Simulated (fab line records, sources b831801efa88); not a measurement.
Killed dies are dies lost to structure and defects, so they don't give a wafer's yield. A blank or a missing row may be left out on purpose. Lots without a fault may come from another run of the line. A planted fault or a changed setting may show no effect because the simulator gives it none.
Tool commonality check | flow gf180mcu | 12 lots, 36 wafers sampled

WHY IT WAS OPENED
At GF_NWELL_TW_MEAS_11 the reading NWELL_TW is flagged on 2 of 12 lots. Wafers without a fault read 1574, standard deviation 20.
Rule: a lot is flagged when every wafer of it that has a number lies more than 4 standard deviations from that mean, or none has a number. The other lots count as sound.

lot  | measured    | on            | NWELL_TW, wafer by wafer | flag
L181 | day 3 07:13 | film_metro-03 | 1564 1568 1560           |
L184 | day 3 22:55 | film_metro-03 | 1555 1561 1558           |
L188 | day 4 23:25 | film_metro-01 | 1605 1605 1591           |
L191 | day 5 15:29 | film_metro-03 | 1551 1547 1548           |
L192 | day 5 21:49 | film_metro-03 | 1556 1552 1551           |
L193 | day 6 02:13 | film_metro-04 | 1564 1569 1572           |
L195 | day 6 12:34 | film_metro-04 | 1562 1570 1564           |
L196 | day 6 20:53 | film_metro-01 | 3048 3049 3040           | FLAGGED
L197 | day 6 23:07 | film_metro-03 | 1554 1561 1567           |
L199 | day 7 10:47 | film_metro-03 | 1546 1563 1552           |
L202 | day 8 02:08 | film_metro-03 | 2968 2973 2959           | FLAGGED
L204 | day 8 14:19 | film_metro-04 | 1597 1597 1593           |
The numbers of the flagged lots are 3006 on average: +1432 against the usual, or +72 standard deviations.

WHICH TOOL RAN EACH LOT
The record holds 1 process step before the reading, out of a route of 602 steps. In each cell: the tool, then ch and the chambers that the sampled wafers went through, then the start.
lot  | flag    | GF_NWELL_IMPLANT_08
L181 |         | implanter-01 ch 0, day 3 06:49
L184 |         | implanter-04 ch 0, day 3 22:31
L188 |         | implanter-03 ch 0, day 4 23:01
L191 |         | implanter-04 ch 0, day 5 15:07
L192 |         | implanter-01 ch 0, day 5 21:25
L193 |         | implanter-04 ch 0, day 6 01:49
L195 |         | implanter-01 ch 0, day 6 11:52
L196 | FLAGGED | implanter-01 ch 0, day 6 20:29
L197 |         | implanter-03 ch 0, day 6 22:44
L199 |         | implanter-04 ch 0, day 7 10:23
L202 | FLAGGED | implanter-01 ch 0, day 8 01:47
L204 |         | implanter-04 ch 0, day 8 13:56
What these steps do:
- GF_NWELL_IMPLANT_08
- GF_NWELL_TW_MEAS_11

FLAGGED OVER TOTAL, TOOL BY TOOL (the gauges that took the reading come last)
step                | tool          | lots run | flagged | share of the flagged lots | sound lots run after its first flagged lot
GF_NWELL_IMPLANT_08 | implanter-01  | 5        | 2       | all                       | 0
GF_NWELL_IMPLANT_08 | implanter-03  | 2        | 0       | none                      | -
GF_NWELL_IMPLANT_08 | implanter-04  | 5        | 0       | none                      | -
GF_NWELL_TW_MEAS_11 | film_metro-01 | 2        | 1       | some                      | 0
GF_NWELL_TW_MEAS_11 | film_metro-03 | 7        | 1       | some                      | 0
GF_NWELL_TW_MEAS_11 | film_metro-04 | 3        | 0       | none                      | -

WHAT THE TABLE ALLOWS
1 row of the table ran every flagged lot: implanter-01 at GF_NWELL_IMPLANT_08.
- implanter-01 at GF_NWELL_IMPLANT_08: 2 of its 5 lots flagged. Its last sound lot is L195 (day 6 11:52), its first flagged lot L196 (day 6 20:29): a fault that began between those two fits. Its own readings lie more than 4 standard deviations out on every wafer of the flagged lots: beam_on_s, dose_ions_cm2, faraday_current_uA.
One tool is left: implanter-01 at GF_NWELL_IMPLANT_08.

WHAT THE SIMULATOR HAD PUT IN
Process parameter drift: implanter-01, from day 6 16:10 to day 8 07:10, at GF_NWELL_IMPLANT_08. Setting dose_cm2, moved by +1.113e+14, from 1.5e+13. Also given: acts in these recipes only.
Lots struck among those shown: L196, L202. The rule above found the same.
